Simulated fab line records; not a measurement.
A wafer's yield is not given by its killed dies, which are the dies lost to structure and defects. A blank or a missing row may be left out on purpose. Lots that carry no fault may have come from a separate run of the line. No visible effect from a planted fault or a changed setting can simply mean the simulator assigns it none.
Matching of chambers + flow sky130 + hdpcvd-01 running SKY_VIA3_HDPCVD_00: 3 sister chambers
The step deposits SiO2, target thk 1635 nm, time 272.5 s. 3 wafers are shown with their chamber, then 7 later ones without.

== WAFERS WITH THEIR CHAMBER ==
| wafer  | chamber | runLengthS (s) |
|--------|---------|----------------|
| L673.1 | 0       | 299.7          |
| L673.6 | 2       | 300.5          |
| L675.4 | 1       | 300.6          |

== WAFERS WITHOUT THEIR CHAMBER ==
| wafer  | runLengthS (s) |
|--------|----------------|
| L675.5 | 300.6          |
| L676.2 | 300.4          |
| L676.4 | 299.5          |
| L676.5 | 300.2          |
| L680.2 | 299.9          |
| L680.3 | 299.4          |
| L680.4 | 300.6          |

== EACH ONE'S CHAMBER ==
| wafer  | from the rows above          | in truth                   |
|--------|------------------------------|----------------------------|
| L675.5 | can't be placed: 1 or 2      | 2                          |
| L676.2 | can't be placed: 2 or 1      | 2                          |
| L676.4 | 0                            | 0                          |
| L676.5 | can't be placed: 2 or 1 or 0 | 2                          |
| L680.2 | 0                            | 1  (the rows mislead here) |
| L680.3 | 0                            | 0                          |
| L680.4 | can't be placed: 1 or 2      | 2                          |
Correct placement for 2 of the 7. From these rows, 4 cannot be placed; in 4 the true chamber is one of the candidates. Placed wrongly: 1.
How it was worked out, from the rows above alone: a wafer's distance from a chamber is the root of the sum, over the readings, of the square of ((its reading less the chamber's mean) divided by the reading's scatter). The wafer belongs to the nearest chamber; if the next one is less than 2 further off, it can't be placed. Each chamber's mean is taken over the wafers shown for it. The scatter: with one shown wafer a chamber, the root of the mean of the squares of how far each hidden wafer lies from its nearest shown one.
